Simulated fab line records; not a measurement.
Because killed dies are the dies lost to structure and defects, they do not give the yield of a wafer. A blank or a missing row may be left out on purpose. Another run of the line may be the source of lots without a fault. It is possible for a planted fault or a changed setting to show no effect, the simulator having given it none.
Struck lot and sound lot, side by side | flow sky130 | 17 steps out of a route of 708
Sound: wafers L270.1, L270.5, L270.6. Wafers struck: L258.2, L258.3, L258.5. The cause is named last.
Each step with rows lists, per side, the tool, then ch with its chambers, then its first start. Under that, the readings that differ: sound wafers | struck wafers | difference of the means | sigmas: that difference in standard deviations of wafers without a fault.
alike: readings whose means differ by less than 2 such deviations, and words and numbers that are the same on both sides. not compared: withheld readings, readings that some wafer has no value for, bounds like >300 that may hide the same value, and numbers for which the record gives no deviation and whose values overlap.
A row with sigmas, a row that says differs or no value, or rows on one side alone: a step with any of these is where the two part. Numbers that don't overlap but have no deviation are shown without sigmas and don't part them. Lack of a reading on every wafer of one side parts them only where that side has two or more wafers.

SKY_LDD_HVP_TW_MEAS_10:
  sound on film-metro-04 at day 28 09:41; struck on film-metro-02 at day 25 04:41
  alike: LDD_HVP_TW
then, 7 steps without rows for these wafers: SKY_LDD_LDN_DEHYDRATE_00 (time 60 s); SKY_LDD_LDN_HMDS_01 (prime time 60 s); SKY_LDD_LDN_COAT_02 (resist thk 1140 nm); SKY_LDD_LDN_SOFTBAKE_03 (time 60 s); SKY_LDD_LDN_EXPOSE_04 (exposes mask LDNTM, target cd 700 nm); SKY_LDD_LDN_PEB_05; SKY_LDD_LDN_DEVELOP_06 (develop time 60 s).
SKY_LDD_LDN_OVL_MEAS_07:
  sound on overlay-01 at day 29 13:59; struck on overlay-01 at day 26 09:16
  alike: LDD_LDN_OVL
then, 3 steps without rows for these wafers: SKY_LDD_LDN_IMPLANT_08; SKY_LDD_LDN_IMPLANT_09; SKY_LDD_LDN_IMPLANT_10.
SKY_LDD_LDN_IMPLANT_11:
  sound on implanter-01 ch 0, day 29 14:29; struck on implanter-01 ch 0, day 26 10:05
  alike: beam-on-s
SKY_LDD_LDN_STRIP_12: strips in O2/N2.
  sound on plasma-asher-03 ch 0,1, day 29 14:38; struck on plasma-asher-02 ch 0, day 26 10:13
  reading                      | sound             | struck            | difference | sigmas
  strip-time-to-endpoint-s (s) | 14.14 14.13 14.15 | 14.23 14.20 14.23 | +0.08      | +2
  alike: drypump-motor-current-A, oes-product-au
  not compared: rf-hours-counter-h
SKY_LDD_LDN_TW_MEAS_13:
  sound on film-metro-04 at day 29 14:44; struck on film-metro-04 at day 26 10:19
  reading    | sound          | struck         | difference | sigmas
  LDD_LDN_TW | 1483 1484 1484 | 1595 1597 1592 | +111       | +16
then, 1 step without rows for these wafers: SKY_LDD_LDN_CLEAN_14 (cleans in SC1/SC2, time 150 s).
-- here the record skips 22 days between the struck wafers' starts before and after, leaving off in module LDD_LDN and picking up in module PAD_OPEN (first step shown: number 708 of the route) --
SKY_PAD_OPEN_PROBE_99:
  sound on prober-01 at day 50 07:10; struck on prober-01 at day 48 02:28
  reading                         | sound          | struck         | difference | sigmas
  model.etest.tip-sonos.rs-ohm-sq | 2657 2613 2612 | 2282 2227 2264 | -370       |
  alike: killed_at_M0_to_M3, killed_at_M4_up, killed-at-contacts, killed-at-front-end, killed-at-other, killed-dies, killed-open, killed-short

## WHERE THEY PART
First at SKY_LDD_LDN_STRIP_12; last, within this record, at SKY_LDD_LDN_TW_MEAS_13. Later steps at which nothing parts them and some readings are alike: SKY_PAD_OPEN_PROBE_99.

WHY: what had been put in by the simulator
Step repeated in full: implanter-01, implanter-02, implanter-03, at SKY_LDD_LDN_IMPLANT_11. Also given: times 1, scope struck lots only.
